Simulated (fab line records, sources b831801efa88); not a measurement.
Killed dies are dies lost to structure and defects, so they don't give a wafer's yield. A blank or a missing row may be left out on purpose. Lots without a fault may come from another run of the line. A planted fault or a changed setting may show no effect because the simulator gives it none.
Tool commonality check | flow gf180mcu | 13 lots, 39 wafers sampled

WHY IT WAS OPENED
At GF_MVSD_TW_MEAS_11 the reading MVSD_TW is flagged on 2 of 13 lots. Wafers without a fault read 1579, standard deviation 23.
Rule: a lot is flagged when every wafer of it that has a number lies more than 4 standard deviations from that mean, or none has a number. The other lots count as sound.

lot  | measured     | on            | MVSD_TW, wafer by wafer | flag
L912 | day 4 10:19  | film_metro-03 | 1596 1603 1595          |
L917 | day 5 14:14  | film_metro-03 | 1596 1597 1601          |
L918 | day 5 19:29  | film_metro-02 | 1560 1549 1549          |
L919 | day 6 01:35  | film_metro-04 | 1589 1591 1590          |
L921 | day 6 14:59  | film_metro-04 | 1587 1584 1594          |
L922 | day 6 20:21  | film_metro-03 | 1599 1591 1590          |
L923 | day 7 04:47  | film_metro-04 | 1601 1580 1591          |
L924 | day 7 08:46  | film_metro-02 | 1533 1531 1528          |
L927 | day 8 00:54  | film_metro-03 | 1738 1742 1749          | FLAGGED
L928 | day 8 08:32  | film_metro-03 | 1607 1602 1602          |
L931 | day 8 23:56  | film_metro-02 | 1700 1703 1687          | FLAGGED
L934 | day 10 00:40 | film_metro-02 | 1548 1569 1546          |
L935 | day 10 14:32 | film_metro-02 | 1555 1550 1557          |
The numbers of the flagged lots are 1720 on average: +141 against the usual, or +6 standard deviations.

WHICH TOOL RAN EACH LOT
The record holds 1 process step before the reading, out of a route of 602 steps. In each cell: the tool, then ch and the chambers that the sampled wafers went through, then the start.
lot  | flag    | GF_MVSD_IMPLANT_08
L912 |         | implanter-01 ch 0, day 4 09:55
L917 |         | implanter-03 ch 0, day 5 13:50
L918 |         | implanter-03 ch 0, day 5 19:05
L919 |         | implanter-04 ch 0, day 6 01:11
L921 |         | implanter-04 ch 0, day 6 14:35
L922 |         | implanter-01 ch 0, day 6 19:58
L923 |         | implanter-04 ch 0, day 7 04:25
L924 |         | implanter-01 ch 0, day 7 08:22
L927 | FLAGGED | implanter-01 ch 0, day 8 00:31
L928 |         | implanter-04 ch 0, day 8 08:08
L931 | FLAGGED | implanter-01 ch 0, day 8 23:32
L934 |         | implanter-04 ch 0, day 10 00:16
L935 |         | implanter-03 ch 0, day 10 14:08
What these steps do:
- GF_MVSD_IMPLANT_08
- GF_MVSD_TW_MEAS_11

FLAGGED OVER TOTAL, TOOL BY TOOL (the gauges that took the reading come last)
step               | tool          | lots run | flagged | share of the flagged lots | sound lots run after its first flagged lot
GF_MVSD_IMPLANT_08 | implanter-01  | 5        | 2       | all                       | 0
GF_MVSD_IMPLANT_08 | implanter-03  | 3        | 0       | none                      | -
GF_MVSD_IMPLANT_08 | implanter-04  | 5        | 0       | none                      | -
GF_MVSD_TW_MEAS_11 | film_metro-02 | 5        | 1       | some                      | 2 (L934,L935)
GF_MVSD_TW_MEAS_11 | film_metro-03 | 5        | 1       | some                      | 1 (L928)
GF_MVSD_TW_MEAS_11 | film_metro-04 | 3        | 0       | none                      | -

WHAT THE TABLE ALLOWS
1 row of the table ran every flagged lot: implanter-01 at GF_MVSD_IMPLANT_08.
- implanter-01 at GF_MVSD_IMPLANT_08: 2 of its 5 lots flagged. Its last sound lot is L924 (day 7 08:22), its first flagged lot L927 (day 8 00:31): a fault that began between those two fits. Its own readings lie more than 4 standard deviations out on every wafer of the flagged lots: beam_on_s, faraday_current_uA.
One tool is left: implanter-01 at GF_MVSD_IMPLANT_08.

WHAT THE SIMULATOR HAD PUT IN
Process parameter drift: implanter-01, from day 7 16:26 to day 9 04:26, at GF_MVSD_IMPLANT_08. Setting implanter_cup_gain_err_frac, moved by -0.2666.
Lots struck among those shown: L927, L931. The rule above found the same.
